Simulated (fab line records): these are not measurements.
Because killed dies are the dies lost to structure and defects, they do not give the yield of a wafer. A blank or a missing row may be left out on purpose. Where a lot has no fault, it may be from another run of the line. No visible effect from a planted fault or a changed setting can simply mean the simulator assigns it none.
What tool caused it? | flow sky130 | 33 wafers from 11 lots sampled at 2 of the route's 708 steps

WHAT EACH GAUGE READ, for each wafer
SKY_LI_CONTACT_BOW_MEAS_03.
lot  | measured     | on           | LI_CONTACT_BOW (um)
L295 | day 28 17:01 | filmMetro-02 | 49 51 59
L298 | day 29 17:56 | filmMetro-02 | 50 52 57
L299 | day 30 11:37 | filmMetro-03 | 62 62 66
L303 | day 31 19:48 | filmMetro-02 | 56 52 45
L305 | day 32 01:13 | filmMetro-02 | 60 54 53
L306 | day 32 08:28 | filmMetro-02 | 59 64 50
L309 | day 33 02:28 | filmMetro-02 | 59 55 47
L308 | day 33 04:17 | filmMetro-04 | 52 60 54
L310 | day 33 06:07 | filmMetro-04 | 50 53 52 - - -
L311 | day 33 18:38 | filmMetro-02 | 54 36 53 - - -
L312 | day 33 21:49 | filmMetro-03 | 62 63 54

WHICH TOOL RAN EACH LOT (tool, then ch and the chambers of the sampled wafers, then the start)
lot  | SKY_LI_CONTACT_CMP_02
L295 | cmp-01 ch 0,2, day 28 16:46
L298 | cmp-02 ch 1,2, day 29 17:35
L299 | cmp-01 ch 0,2,3, day 30 11:25
L303 | cmp-01 ch 1,2, day 31 19:30
L305 | cmp-01 ch 0,3, day 32 00:55
L306 | cmp-02 ch 0,1,2, day 32 08:13
L309 | cmp-01 ch 0,1,2, day 33 02:10
L308 | cmp-02 ch 0,3, day 33 04:01
L310 | cmp-01 ch 2,3, day 33 05:46
L311 | cmp-01 ch 1,2,3, day 33 18:22
L312 | cmp-02 ch 0,1,2, day 33 21:34
- SKY_LI_CONTACT_CMP_02: polishes PSG.

THE ANSWER, worked out from the rows above alone
Rule: what is usual is taken from the lots themselves. The widest of any qualifying gaps counts: lots, ordered by their means at a reading, are off when they make up no more than a third of the lots, leave a main group of 4 or more, and stand apart from it by 3 or more times the standard deviation of that group's means. The tables above print the reading to a certain number of digits; a main group whose means all agree to those digits is not used. A lot without any number at a reading at which 4 lots or more have one is off too. Any other lot the step has rows for is counted as sound.
No lot is off at any reading shown: from this, nothing can be told.

WHAT THE SIMULATOR PUT IN
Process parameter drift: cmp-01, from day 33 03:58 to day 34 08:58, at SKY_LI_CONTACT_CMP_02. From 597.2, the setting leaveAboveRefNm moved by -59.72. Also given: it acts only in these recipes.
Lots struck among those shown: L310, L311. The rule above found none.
